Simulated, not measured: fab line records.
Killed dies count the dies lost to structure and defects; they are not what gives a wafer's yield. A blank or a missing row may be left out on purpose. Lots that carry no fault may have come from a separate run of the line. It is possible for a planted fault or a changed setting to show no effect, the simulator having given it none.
A struck lot beside a sound one -- flow sky130 -- 17 steps out of a route of 708
Sound: these wafers, L665.3, L665.5, L665.6. Wafers L675.1, L675.3, L675.5 were the ones struck. The cause is given at the end.
Each step with rows lists, per side, the tool, then ch with its chambers, then its first start. Under that, the readings that differ: sound wafers -- struck wafers -- difference of the means -- sigmas: that difference in standard deviations of wafers without a fault.
alike: readings whose means differ by less than 2 such deviations, and words and numbers that are the same on both sides. not compared: withheld readings, readings that some wafer has no value for, bounds like >300 that may hide the same value, and numbers for which the record gives no deviation and whose values overlap.
The two part at a step that has a row with sigmas, a row that says differs or no value, or rows on one side only. Non-overlapping numbers with no deviation appear without sigmas and do not part them. A reading missing from all wafers of one side parts the sides only when that side holds two or more wafers.

first, 4 steps without rows for these wafers: SKY_LDD_HVP_SOFTBAKE_03 (time 60 s); SKY_LDD_HVP_EXPOSE_04 (exposes mask HVPTM, target cd 700 nm); SKY_LDD_HVP_PEB_05; SKY_LDD_HVP_DEVELOP_06 (develop time 60 s).
SKY_LDD_HVP_OVL_MEAS_07:
  sound: overlay-01 at day 25 11:24; struck: overlay-01 at day 27 23:08
  alike: LDD_HVP_OVL
after that, 1 step had no rows for these wafers: SKY_LDD_HVP_IMPLANT_08.
SKY_LDD_HVP_STRIP_09: strips in O2/N2.
  sound on plasma asher-01 ch 0,1, day 25 11:37; struck on plasma asher-03 ch 0,1, day 27 23:19
  alike: drypump motor current A, oes product au, strip time to endpoint s
  not compared: rf hours counter h
SKY_LDD_HVP_TW_MEAS_10:
  sound: film metro-01 at day 25 11:41; struck: film metro-03 at day 27 23:25
  alike: LDD_HVP_TW
then, 4 steps without rows for these wafers: SKY_LDD_LDN_DEHYDRATE_00 (time 60 s); SKY_LDD_LDN_HMDS_01 (prime time 60 s); SKY_LDD_LDN_COAT_02 (resist thk 1140 nm); SKY_LDD_LDN_SOFTBAKE_03 (time 60 s).
SKY_LDD_LDN_EXPOSE_04: exposes mask LDNTM, target cd 700 nm.
  sound on iline stepper-01 ch 0, day 26 02:44; struck on iline stepper-02 ch 0, day 28 13:23
reading,sound,struck,difference,sigmas
model.LDD_LDN.overlay x nm (nm),-0.4709 -0.4709 -0.4709,61.31 61.31 61.31,+61.78,
  alike: mask
then, 2 steps without rows for these wafers: SKY_LDD_LDN_PEB_05; SKY_LDD_LDN_DEVELOP_06 (develop time 60 s).
SKY_LDD_LDN_OVL_MEAS_07:
  sound: overlay-01 at day 26 16:53; struck: overlay-01 at day 29 02:56
reading,sound,struck,difference,sigmas
LDD_LDN_OVL (nm),-2.4 -0.9 -0.2,61.6 62.3 62.1,+63.2,+49
  not compared: hold
after that, 1 step had no rows for these wafers: SKY_PAD_OPEN_PROBE_99.

WHERE THEY PART
Only at SKY_LDD_LDN_OVL_MEAS_07, within this record.

WHY: what had been put in by the simulator
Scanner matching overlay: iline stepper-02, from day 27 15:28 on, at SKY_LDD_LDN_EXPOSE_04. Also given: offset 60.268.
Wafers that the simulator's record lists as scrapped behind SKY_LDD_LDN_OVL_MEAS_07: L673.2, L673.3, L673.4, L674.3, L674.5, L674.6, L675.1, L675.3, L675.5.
